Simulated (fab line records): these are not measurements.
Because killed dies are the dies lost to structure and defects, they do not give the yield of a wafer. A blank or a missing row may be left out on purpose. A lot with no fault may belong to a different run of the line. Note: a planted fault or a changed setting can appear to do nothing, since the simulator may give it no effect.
The tool behind it: which one?	flow sky130	Sampling: 12 lots, 36 wafers, 5 of 708 route steps

## WHAT THE GAUGES READ, wafer by wafer
SKY_CAP2M_THK_MEAS_01. Usual: CAP2M_CVD_00_THK gives 15.51 nm (standard deviation 0.2).
lot	measured	on	CAP2M_CVD_00_THK (nm)	flag
L784	day 40 06:53	filmMetro-01	15.26 15.62 15.54	
L785	day 40 11:28	filmMetro-02	15.55 15.68 15.92	
L786	day 40 13:42	filmMetro-02	15.13 15.03 15.21	
L787	day 41 11:52	filmMetro-01	15.29 15.29 15.73	
L788	day 41 17:41	filmMetro-04	15.45 15.38 15.66	
L793	day 43 04:33	filmMetro-04	15.17 15.38 15.71	
L794	day 43 12:16	filmMetro-01	15.34 15.25 15.34	
L798	day 44 12:11	filmMetro-01	15.65 15.97 15.95	
L800	day 44 21:47	filmMetro-04	15.64 15.78 15.80	
L802	day 45 11:10	filmMetro-02	15.57 15.45 15.52	
L803	day 45 13:29	filmMetro-04	15.37 15.43 15.55	
L804	day 45 16:36	filmMetro-02	15.56 15.52 15.78	

SKY_PASSIVATION_THK_MEAS_03. Usual: PASSIVATION_CVD_02_THK gives 541 nm (standard deviation 6).
lot	measured	on	PASSIVATION_CVD_02_THK (nm)	flag
L784	day 44 06:41	filmMetro-01	538 546 547	
L785	day 44 13:59	filmMetro-01	538 540 540	
L786	day 44 15:35	filmMetro-02	536 539 554	
L787	day 45 12:34	filmMetro-02	527 526 537	
L788	day 45 15:12	filmMetro-03	542 536 545	
L793	day 46 23:07	filmMetro-03	646 653 660	OFF
L794	day 47 06:15	filmMetro-03	640 643 659	OFF
L798	day 48 04:41	filmMetro-01	532 543 542	
L800	day 48 10:14	filmMetro-03	543 548 556	
L802	day 48 23:53	filmMetro-03	544 544 544	
L803	day 49 01:04	filmMetro-01	535 535 540	
L804	day 49 04:36	filmMetro-01	538 534 543	

## WHICH TOOL RAN EACH LOT (tool, then ch and the chambers of the sampled wafers, then the start)
lot	SKY_VIA3_CMP_02	SKY_VIA3_CVD_21	SKY_PASSIVATION_CVD_02
L784	cmp-01 ch 1,2, day 39 05:06	cvdW-01 ch 0,1, day 40 06:07	pecvd-02 ch 1,2, day 44 06:28
L785	cmp-02 ch 0,2,3, day 39 09:39	cvdW-01 ch 0,1, day 40 10:40	pecvd-04 ch 0,1,2, day 44 13:45
L786	cmp-01 ch 1,2,3, day 39 11:26	cvdW-02 ch 0, day 40 12:50	pecvd-04 ch 0,1,2, day 44 15:20
L787	cmp-01 ch 0,1, day 40 10:13	cvdW-01 ch 0,1, day 41 11:05	pecvd-04 ch 0,1, day 45 12:20
L788	cmp-02 ch 0,2,3, day 40 16:17	cvdW-01 ch 1, day 41 16:54	pecvd-02 ch 0,1,2, day 45 14:58
L793	cmp-02 ch 0,1, day 42 03:50	cvdW-02 ch 0,1, day 43 03:47	pecvd-04 ch 0,1,2, day 46 22:52
L794	cmp-02 ch 1,2,3, day 42 11:24	cvdW-02 ch 0,1, day 43 11:29	pecvd-04 ch 0,1, day 47 06:01
L798	cmp-02 ch 0,1,3, day 43 12:29	cvdW-02 ch 0,1, day 44 11:24	pecvd-01 ch 0,2, day 48 04:26
L800	cmp-01 ch 0,1,3, day 43 21:46	cvdW-02 ch 0,1, day 44 21:01	pecvd-02 ch 1,2, day 48 10:00
L802	cmp-01 ch 0,3, day 44 11:19	cvdW-02 ch 0,1, day 45 10:24	pecvd-01 ch 0,1,2, day 48 23:44
L803	cmp-02 ch 1,2,3, day 44 13:36	cvdW-02 ch 0, day 45 12:43	pecvd-02 ch 0,2, day 49 00:50
L804	cmp-02 ch 0,1,3, day 44 16:44	cvdW-01 ch 0,1, day 45 15:49	pecvd-02 ch 0,2, day 49 04:22
- SKY_VIA3_CMP_02: polishes SiO2.
- SKY_VIA3_CVD_21: deposits W, target thk 390 nm, time 117.31 s.
- SKY_PASSIVATION_CVD_02: deposits Si3N4, target thk 540 nm.

## AS READ BY THE TOOLS THEMSELVES (means over the sampled wafers that have a number; for cases with no such wafer, the mark the record gives instead)
SKY_VIA3_CMP_02. Usual: edgeZonePressureFrac 1.000, standard deviation 0.0047; motorCurrentA 12.0 A, standard deviation 1.5.
lot	tool	edgeZonePressureFrac	motorCurrentA (A)	flag
L784	cmp-01	0.999	13.7	
L785	cmp-02	1.002	11.2	
L786	cmp-01	0.997	12.3	
L787	cmp-01	1.010	10.9	
L788	cmp-02	0.998	10.9	
L793	cmp-02	1.002	12.8	
L794	cmp-02	1.001	11.5	
L798	cmp-02	1.007	11.6	
L800	cmp-01	1.001	11.1	
L802	cmp-01	0.999	11.7	
L803	cmp-02	1.001	11.9	
L804	cmp-02	1.002	11.6	

SKY_VIA3_CVD_21. Usual: chamberPressureTorr 40.00 Torr, standard deviation 0.085; heaterPowerW 941 W, standard deviation 100.
lot	tool	chamberPressureTorr (Torr)	heaterPowerW (W)	flag
L784	cvdW-01	40.05	854	
L785	cvdW-01	40.07	869	
L786	cvdW-02	39.99	967	
L787	cvdW-01	40.12	849	
L788	cvdW-01	39.94	992	
L793	cvdW-02	39.96	997	
L794	cvdW-02	39.95	988	
L798	cvdW-02	40.01	1009	
L800	cvdW-02	40.00	1015	
L802	cvdW-02	40.01	1016	
L803	cvdW-02	40.04	950	
L804	cvdW-01	39.99	867	

SKY_PASSIVATION_CVD_02. Usual: heaterPowerW 754 W, standard deviation 110.
lot	tool	heaterPowerW (W)	flag
L784	pecvd-02	757	
L785	pecvd-04	738	
L786	pecvd-04	669	
L787	pecvd-04	752	
L788	pecvd-02	827	
L793	pecvd-04	691	
L794	pecvd-04	709	
L798	pecvd-01	715	
L800	pecvd-02	773	
L802	pecvd-01	738	
L803	pecvd-02	749	
L804	pecvd-02	791	

## THE ANSWER, worked out from the rows above alone
Rule: take the mean of a lot's wafers that have a number; if it is more than 3 standard deviations from the usual mean, the lot is off. Also off: a lot with no number at a reading for which 4 or more lots have one. Where the step has rows for the other lots, those lots are counted as sound. Order of review: gauges by route order, followed by the tools' own readings, for which a lot's mean as printed above is used. The first step at which some lot is off is used, and at that step the reading that is off furthest; a lot without a number counts as furthest.
Off: at SKY_PASSIVATION_THK_MEAS_03 (PASSIVATION_CVD_02_THK), L793, L794.
If a tool, at a process step before that reading, ran all the lots that are off and no sound lot after the first of them, it fits. Those tools and the gauges at SKY_PASSIVATION_THK_MEAS_03 are tried in the same way. One fits: pecvd-04 at SKY_PASSIVATION_CVD_02. Its last sound lot is L787 (day 45 12:20), its first lot that is off L793 (day 46 22:52): a fault that began between those two fits.

## WHAT WAS PUT IN BY THE SIMULATOR
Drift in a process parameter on pecvd-04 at SKY_PASSIVATION_CVD_02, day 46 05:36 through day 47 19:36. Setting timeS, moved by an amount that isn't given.
Struck lots among those shown: L793, L794. The rule above reached the same finding.
